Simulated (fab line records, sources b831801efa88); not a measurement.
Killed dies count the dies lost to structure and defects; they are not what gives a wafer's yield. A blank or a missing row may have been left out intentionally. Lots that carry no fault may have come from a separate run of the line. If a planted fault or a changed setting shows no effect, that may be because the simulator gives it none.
Comparing a struck lot with a sound one    flow sfq-line    14 out of 325 route steps
Sound: these wafers, L862.2, L862.5, L862.6. The struck wafers were L875.3, L875.4, L875.6. Last of all comes the cause.
At each step with rows: each side's tool, then ch and its chambers, then its first start. Under that, the readings that differ: sound wafers    struck wafers    difference of the means    sigmas: that difference in standard deviations of wafers without a fault.
alike: words and numbers the same on both sides, and readings whose means are apart by under 2 such deviations; not compared: readings that were withheld, readings missing a value for some wafer, numbers with overlapping values and no deviation given by the record, and bounds like >300 which may hide the same value.
The two part at a step that has a row with sigmas, a row that says differs or no value, or rows on one side only. Non-overlapping numbers with no deviation appear without sigmas and do not part them. A reading missing from all wafers of one side parts the sides only when that side holds two or more wafers.

first, 4 steps without rows for these wafers: SFQ_TRILAYER_M3_LITHO_SOFTBAKE_079; SFQ_TRILAYER_M3_LITHO_EXPOSE_076 (exposes mask M3, target cd 500 nm); SFQ_TRILAYER_M3_LITHO_PEB_078 (peb time 60 s); SFQ_TRILAYER_M3_LITHO_DEVELOP_077 (time 60 s).
SFQ_M3_OVL_MEAS_921:
  sound on overlay-02, day 36 21:37; struck on overlay-02, day 46 04:37
  alike: M3_OVL
SFQ_TRILAYER_M3_BARC_OPEN_METAL_ETCH_100: etches BARC in O2, target depth 125 nm, time 41.7 s.
  sound on rie-metal-03 ch 0,1, day 36 21:38; struck on rie-metal-02 ch 0,1, day 46 04:40
  alike: drypump-motor-current-A, he-backside-leak-sccm, oes-product-au
  not compared: rf-hours-counter-h
SFQ_TRILAYER_M3_ETCH_METAL_ETCH_078: etches Nb in Cl2/Ar, stops on SiO2, target depth 240 nm, time 120 s.
  sound on rie-metal-03 ch 0,1, day 36 21:42; struck on rie-metal-02 ch 0,1, day 46 04:44
reading                      sound        struck       difference  sigmas
drypump-motor-current-A (A)  6.0 6.4 6.0  5.1 5.4 5.4  -0.8        -2
  alike: he-backside-leak-sccm, oes-product-au
  not compared: rf-hours-counter-h
SFQ_TRILAYER_M3_STRIP_STRIP_079: strips in O2.
  sound on rie-metal-03 ch 0,1, day 36 21:49; struck on rie-metal-02 ch 0,1, day 46 05:01
reading                       sound           struck          difference  sigmas
he-backside-leak-sccm (sccm)  3.85 3.94 3.89  3.64 3.51 3.49  -0.35       -2
  alike: drypump-motor-current-A, oes-product-au
  not compared: rf-hours-counter-h
then, 1 step without rows for these wafers: SFQ_TRILAYER_M3_STRIP_SOLV_CLEAN_080 (cleans in NMP, time 600 s).
SFQ_TRILAYER_I3_DEP_PECVD_081: deposits SiO2 from SiH4/N2O, time 111.11 s, target thk 500 nm.
  sound on pecvd-04 ch 0,1,2, day 36 22:36; struck on pecvd-02 ch 1,2, day 46 05:36
  alike: heater-power-outer-w, heater-power-w, throttle-valve-pct
SFQ_TRILAYER_I3_CMP_CMP_082: polishes SiO2.
  sound on cmp-01 ch 2,3, day 38 07:26; struck on cmp-02 ch 0,1,3, day 46 21:04
  alike: motor-current-A, retaining-ring-pressure-frac, time-to-endpoint-s
SFQ_I3_BOW_MEAS_922:
  sound on film-metro-01, day 38 09:57; struck on film-metro-02, day 47 00:06
  alike: I3_BOW
SFQ_TRILAYER_I3_METRO_MEASURE_083:
  sound on film-metro-01, day 38 10:15; struck on film-metro-02, day 47 00:35
reading      sound              struck             difference  sigmas
thk-nm (nm)  199.3 199.7 198.7  205.4 203.9 202.6  +4.7        +4
then, 1 step without rows for these wafers: SFQ_TRILAYER_I3_VIA_LITHO_COAT_090 (resist thk 62 nm).

== WHERE THEY PART ==
Last at SFQ_TRILAYER_I3_METRO_MEASURE_083 as far as this record goes, first at SFQ_TRILAYER_M3_ETCH_METAL_ETCH_078.

WHY: what had been put in by the simulator
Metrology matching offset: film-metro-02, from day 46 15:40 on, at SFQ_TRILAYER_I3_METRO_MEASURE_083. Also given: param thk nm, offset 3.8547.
